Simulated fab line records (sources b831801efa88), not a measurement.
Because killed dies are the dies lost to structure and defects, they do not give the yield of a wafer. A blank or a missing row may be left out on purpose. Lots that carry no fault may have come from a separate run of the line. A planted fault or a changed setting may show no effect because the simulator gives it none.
Chamber matching / flow gf180mcu / rieDiel-01 running GF_V2_ETCH_16: 4 sister chambers
The step etches BARC in N2/H2. 22 wafers are shown with their chamber, then 11 later ones without.

## WAFERS, EACH WITH ITS CHAMBER
wafer=L074.4; chamber=3; drypumpMotorCurrentA (A)=6.0; throttleValvePct (%)=13.224; oesProductAu (a.u.)=0.856
wafer=L074.5; chamber=0; drypumpMotorCurrentA (A)=5.0; throttleValvePct (%)=13.230; oesProductAu (a.u.)=0.858
wafer=L074.6; chamber=3; drypumpMotorCurrentA (A)=6.0; throttleValvePct (%)=13.241; oesProductAu (a.u.)=0.861
wafer=L078.2; chamber=1; drypumpMotorCurrentA (A)=5.3; throttleValvePct (%)=13.232; oesProductAu (a.u.)=0.854
wafer=L078.3; chamber=3; drypumpMotorCurrentA (A)=6.0; throttleValvePct (%)=13.218; oesProductAu (a.u.)=0.858
wafer=L078.6; chamber=3; drypumpMotorCurrentA (A)=6.0; throttleValvePct (%)=13.229; oesProductAu (a.u.)=0.853
wafer=L080.3; chamber=2; drypumpMotorCurrentA (A)=5.7; throttleValvePct (%)=13.225; oesProductAu (a.u.)=0.859
wafer=L080.4; chamber=0; drypumpMotorCurrentA (A)=5.0; throttleValvePct (%)=13.220; oesProductAu (a.u.)=0.858
wafer=L080.6; chamber=1; drypumpMotorCurrentA (A)=5.3; throttleValvePct (%)=13.229; oesProductAu (a.u.)=0.854
wafer=L081.1; chamber=3; drypumpMotorCurrentA (A)=6.0; throttleValvePct (%)=13.209; oesProductAu (a.u.)=0.850
wafer=L081.5; chamber=1; drypumpMotorCurrentA (A)=5.4; throttleValvePct (%)=13.216; oesProductAu (a.u.)=0.852
wafer=L081.6; chamber=0; drypumpMotorCurrentA (A)=5.0; throttleValvePct (%)=13.215; oesProductAu (a.u.)=0.848
wafer=L082.2; chamber=2; drypumpMotorCurrentA (A)=5.7; throttleValvePct (%)=13.237; oesProductAu (a.u.)=0.855
wafer=L082.3; chamber=1; drypumpMotorCurrentA (A)=5.4; throttleValvePct (%)=13.233; oesProductAu (a.u.)=0.853
wafer=L082.5; chamber=3; drypumpMotorCurrentA (A)=6.0; throttleValvePct (%)=13.226; oesProductAu (a.u.)=0.853
wafer=L084.2; chamber=1; drypumpMotorCurrentA (A)=5.3; throttleValvePct (%)=13.220; oesProductAu (a.u.)=0.862
wafer=L084.3; chamber=3; drypumpMotorCurrentA (A)=6.0; throttleValvePct (%)=13.229; oesProductAu (a.u.)=0.854
wafer=L084.6; chamber=3; drypumpMotorCurrentA (A)=6.0; throttleValvePct (%)=13.213; oesProductAu (a.u.)=0.856
wafer=L086.2; chamber=0; drypumpMotorCurrentA (A)=5.0; throttleValvePct (%)=13.227; oesProductAu (a.u.)=0.854
wafer=L086.3; chamber=1; drypumpMotorCurrentA (A)=5.4; throttleValvePct (%)=13.242; oesProductAu (a.u.)=0.852
wafer=L086.6; chamber=2; drypumpMotorCurrentA (A)=5.6; throttleValvePct (%)=13.219; oesProductAu (a.u.)=0.850
wafer=L087.1; chamber=0; drypumpMotorCurrentA (A)=5.0; throttleValvePct (%)=13.207; oesProductAu (a.u.)=0.856

SIGNATURES (averages over the wafers above)
reading=drypumpMotorCurrentA; chamber 0=5.000; chamber 1=5.350; chamber 2=5.667; chamber 3=6.000; scatter within a chamber=0.0347
reading=throttleValvePct; chamber 0=13.21980; chamber 1=13.22867; chamber 2=13.22700; chamber 3=13.22363; scatter within a chamber=0.00966
reading=oesProductAu; chamber 0=0.85480; chamber 1=0.85450; chamber 2=0.85467; chamber 3=0.85513; scatter within a chamber=0.00381
Rule: a wafer lies at a distance from a chamber equal to the root of the sum of squares, over the readings, of (its reading less the chamber's mean, divided by the reading's scatter). If the next closest chamber is less than 2 further off than the closest, the wafer can't be placed; otherwise it belongs to the closest. The scatter is the square root of a quotient: the sum, over the shown wafers, of each reading's squared deviation from its chamber's mean, divided by wafers minus chambers.

## WAFERS WITHOUT THEIR CHAMBER
wafer=L087.2; drypumpMotorCurrentA (A)=5.4; throttleValvePct (%)=13.221; oesProductAu (a.u.)=0.853
wafer=L087.6; drypumpMotorCurrentA (A)=6.0; throttleValvePct (%)=13.220; oesProductAu (a.u.)=0.858
wafer=L090.1; drypumpMotorCurrentA (A)=5.4; throttleValvePct (%)=13.233; oesProductAu (a.u.)=0.864
wafer=L090.5; drypumpMotorCurrentA (A)=5.0; throttleValvePct (%)=13.211; oesProductAu (a.u.)=0.854
wafer=L090.6; drypumpMotorCurrentA (A)=5.4; throttleValvePct (%)=13.222; oesProductAu (a.u.)=0.865
wafer=L094.1; drypumpMotorCurrentA (A)=6.0; throttleValvePct (%)=13.217; oesProductAu (a.u.)=0.857
wafer=L094.2; drypumpMotorCurrentA (A)=5.4; throttleValvePct (%)=13.218; oesProductAu (a.u.)=0.848
wafer=L094.6; drypumpMotorCurrentA (A)=5.3; throttleValvePct (%)=13.223; oesProductAu (a.u.)=0.862
wafer=L096.3; drypumpMotorCurrentA (A)=5.3; throttleValvePct (%)=13.235; oesProductAu (a.u.)=0.853
wafer=L096.5; drypumpMotorCurrentA (A)=5.7; throttleValvePct (%)=13.231; oesProductAu (a.u.)=0.858
wafer=L096.6; drypumpMotorCurrentA (A)=5.3; throttleValvePct (%)=13.227; oesProductAu (a.u.)=0.853

## EACH ONE'S CHAMBER
wafer=L087.2; from the rows above=1; in truth=1
wafer=L087.6; from the rows above=3; in truth=3
wafer=L090.1; from the rows above=1; in truth=1
wafer=L090.5; from the rows above=0; in truth=0
wafer=L090.6; from the rows above=1; in truth=1
wafer=L094.1; from the rows above=3; in truth=3
wafer=L094.2; from the rows above=1; in truth=1
wafer=L094.6; from the rows above=1; in truth=1
wafer=L096.3; from the rows above=1; in truth=1
wafer=L096.5; from the rows above=2; in truth=2
wafer=L096.6; from the rows above=1; in truth=1
Correct placement for 11 of the 11. Can't be placed from these rows: 0. 0 placed wrongly.
